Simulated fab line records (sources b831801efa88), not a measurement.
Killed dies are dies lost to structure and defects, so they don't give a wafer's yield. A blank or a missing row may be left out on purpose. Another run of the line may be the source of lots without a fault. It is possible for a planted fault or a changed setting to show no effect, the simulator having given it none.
A lot that was struck, set against a sound lot -- flow gf180mcu -- 17 steps out of a route of 602
Sound: these wafers, L521.4, L521.5, L521.6. The struck wafers were L515.1, L515.4, L515.5. At the end, the cause is stated.
For every step that has rows: the tool of each side, followed by ch and its chambers, followed by its first start. Under that, the readings that differ: sound wafers -- struck wafers -- difference of the means -- sigmas: that difference in standard deviations of wafers without a fault.
alike: same words and numbers on both sides, and readings whose means sit less than 2 such deviations apart. not compared: any withheld reading, any reading some wafer has no value for, any bound like >300 that may hide the same value, and any number with overlapping values for which the record gives no deviation.
A row with sigmas, a row that says differs or no value, or rows on one side alone: a step with any of these is where the two part. Numbers that have no deviation but don't overlap get no sigmas and don't part them. A reading missing from all wafers of one side parts the sides only when that side holds two or more wafers.

first, 6 steps without rows for these wafers: GF_PSD_HMDS_01 (prime time 60 s); GF_PSD_COAT_02 (resist thk 1000 nm); GF_PSD_SOFTBAKE_03 (time 60 s); GF_PSD_EXPOSE_04 (exposes mask Pplus, target cd 400 nm); GF_PSD_PEB_05; GF_PSD_DEVELOP_06 (develop time 60 s).
GF_PSD_CD_MEAS_07: target cd 400 nm.
  sound on cd_sem-01, day 22 06:31; struck on cd_sem-02, day 19 07:45
  alike: cd_nm
GF_PSD_OVL_MEAS_08:
  sound on overlay-02, day 22 06:35; struck on overlay-01, day 19 07:52
  alike: PSD_OVL
next, for these wafers, 1 step has no rows: GF_PSD_IMPLANT_09.
GF_PSD_STRIP_10: strips in O2/N2.
  sound on plasma_asher-04 ch 0,1, day 22 06:47; struck on plasma_asher-04 ch 0,1, day 19 08:03
  alike: drypump_motor_current_A, heater_power_w, oes_product_au, strip_time_to_endpoint_s
  not compared: rf_hours_counter_h
GF_PSD_TW_MEAS_11:
  sound on film_metro-03, day 22 06:53; struck on film_metro-01, day 19 08:09
  alike: PSD_TW
then, 1 step without rows for these wafers: GF_PSD_CLEAN_12 (cleans in SC1/SC2, time 150 s).
GF_PSD_RTA_13: time 20 s.
  sound on rtp_anneal-01 ch 0, day 22 07:00; struck on rtp_anneal-02 ch 0, day 19 08:16
  alike: lamp_power_pct, wafer_temp_C_max
GF_PSD_RS_MEAS_14: the measuring method here is four-point-probe.
  sound on film_metro-01, day 22 07:07; struck on film_metro-04, day 19 08:21
reading,sound,struck,difference,sigmas
NSD_RS (ohm/sq),46.28 46.20 46.16,42.10 42.15 42.28,-4.04,-49
GF_PSD_RS_MEAS_15: the measuring method here is four-point-probe.
  sound on film_metro-01, day 22 07:14; struck on film_metro-04, day 19 08:28
reading,sound,struck,difference,sigmas
PSD_RS (ohm/sq),108.95 109.17 109.09,97.76 97.45 97.77,-11.41,-41
GF_SAB_CVD_00: deposits SiO2 from TEOS, target thk 50 nm, time 4.9302 s.
  sound on pecvd-03 ch 0,1,2, day 22 07:18; struck on pecvd-04 ch 0,1, day 19 08:35
  alike: heater_power_w
GF_PASSIVATION_PROBE_99:
  the record has rows for the sound wafers here (prober-02, day 35 00:17) and none for the struck ones

## WHERE THEY PART
First at GF_PSD_RS_MEAS_14; last, within this record, at GF_PASSIVATION_PROBE_99.

WHY: the cause the simulator had injected
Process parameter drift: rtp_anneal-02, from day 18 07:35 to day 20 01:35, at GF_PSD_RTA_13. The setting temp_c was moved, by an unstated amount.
